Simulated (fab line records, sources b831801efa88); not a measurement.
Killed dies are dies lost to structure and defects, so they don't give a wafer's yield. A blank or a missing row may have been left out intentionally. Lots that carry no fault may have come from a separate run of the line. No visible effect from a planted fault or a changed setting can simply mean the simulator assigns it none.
Split-lot trial | flow sky130 | 23 wafers read across 5 lots, on a route 708 steps long

## ABOUT THE SPLIT
At SKY_SONOS_ONO_CVD_04 (deposits SiO2 from SiH4/N2O, target thk 5.7199 nm), the setting pressure-mtorr was moved away from the recipe's 400 mTorr on 20 of the 23 wafers read, by -10.3% to +7.4%. All remaining wafers had this setting at the recipe value.

The split's own step is where the reading is taken.

## THE READING
SiO2_of_SONOS_ONO_CVD_04.thk-nm (the simulator's own value, which no gauge read), in nm, at SKY_SONOS_ONO_CVD_04 (deposits SiO2 from SiH4/N2O, target thk 5.7199 nm). There is no usual value for it anywhere in the file. Here, 3 wafers ran the recipe; their average is 5.703 nm with a standard deviation of 0.017 nm.

wafer  | tool, chamber at the split | pressure-mtorr as run, mTorr | against the recipe | SiO2_of_SONOS_ONO_CVD_04.thk-nm, nm | against lot-mates on the recipe
L076.1 | -, -                       | 358.6                        | -10.3%             | 5.497                               | no lot-mate on the recipe
L076.2 | -, -                       | 358.6                        | -10.3%             | 5.548                               | no lot-mate on the recipe
L076.3 | -, -                       | 358.6                        | -10.3%             | 5.597                               | no lot-mate on the recipe
L076.6 | -, -                       | 358.6                        | -10.3%             | 5.597                               | no lot-mate on the recipe
L076.5 | -, -                       | 358.6                        | -10.3%             | 5.666                               | no lot-mate on the recipe
L080.1 | -, -                       | 429.6                        | +7.4%              | 5.804                               | no lot-mate on the recipe
L080.3 | -, -                       | 429.6                        | +7.4%              | 5.865                               | no lot-mate on the recipe
L080.4 | -, -                       | 429.6                        | +7.4%              | 5.881                               | no lot-mate on the recipe
L080.5 | -, -                       | 429.6                        | +7.4%              | 5.897                               | no lot-mate on the recipe
L080.6 | -, -                       | 429.6                        | +7.4%              | 5.814                               | no lot-mate on the recipe
L082.1 | -, -                       | 384.4                        | -3.9%              | 5.711                               | no lot-mate on the recipe
L082.2 | -, -                       | 384.4                        | -3.9%              | 5.593                               | no lot-mate on the recipe
L082.3 | -, -                       | 384.4                        | -3.9%              | 5.705                               | no lot-mate on the recipe
L082.5 | -, -                       | 384.4                        | -3.9%              | 5.643                               | no lot-mate on the recipe
L082.6 | -, -                       | 384.4                        | -3.9%              | 5.665                               | no lot-mate on the recipe
L083.4 | lpcvd-03, 1                | 400                          | recipe             | 5.685                               | -
L083.5 | lpcvd-03, 1                | 400                          | recipe             | 5.725                               | -
L083.6 | lpcvd-03, 1                | 400                          | recipe             | 5.699                               | -
L085.2 | -, -                       | 367.3                        | -8.2%              | 5.549                               | no lot-mate on the recipe
L085.3 | -, -                       | 367.3                        | -8.2%              | 5.63                                | no lot-mate on the recipe
L085.4 | -, -                       | 367.3                        | -8.2%              | 5.551                               | no lot-mate on the recipe
L085.5 | -, -                       | 367.3                        | -8.2%              | 5.658                               | no lot-mate on the recipe
L085.6 | -, -                       | 367.3                        | -8.2%              | 5.598                               | no lot-mate on the recipe

FIT RESULTS
A straight line over all 23 wafers: SiO2_of_SONOS_ONO_CVD_04.thk-nm changes by +0.0154 nm for each +1% of pressure-mtorr; r = +0.91; the points scatter about the line by 0.047 nm.
Too few moved wafers have a lot-mate on the recipe to fit a line with each lot's own level taken away.

## THE FILE'S OWN FIT
SiO2_of_SONOS_ONO_CVD_04.thk-nm changes by +0.0154 nm for each +1% of pressure-mtorr, r = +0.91.
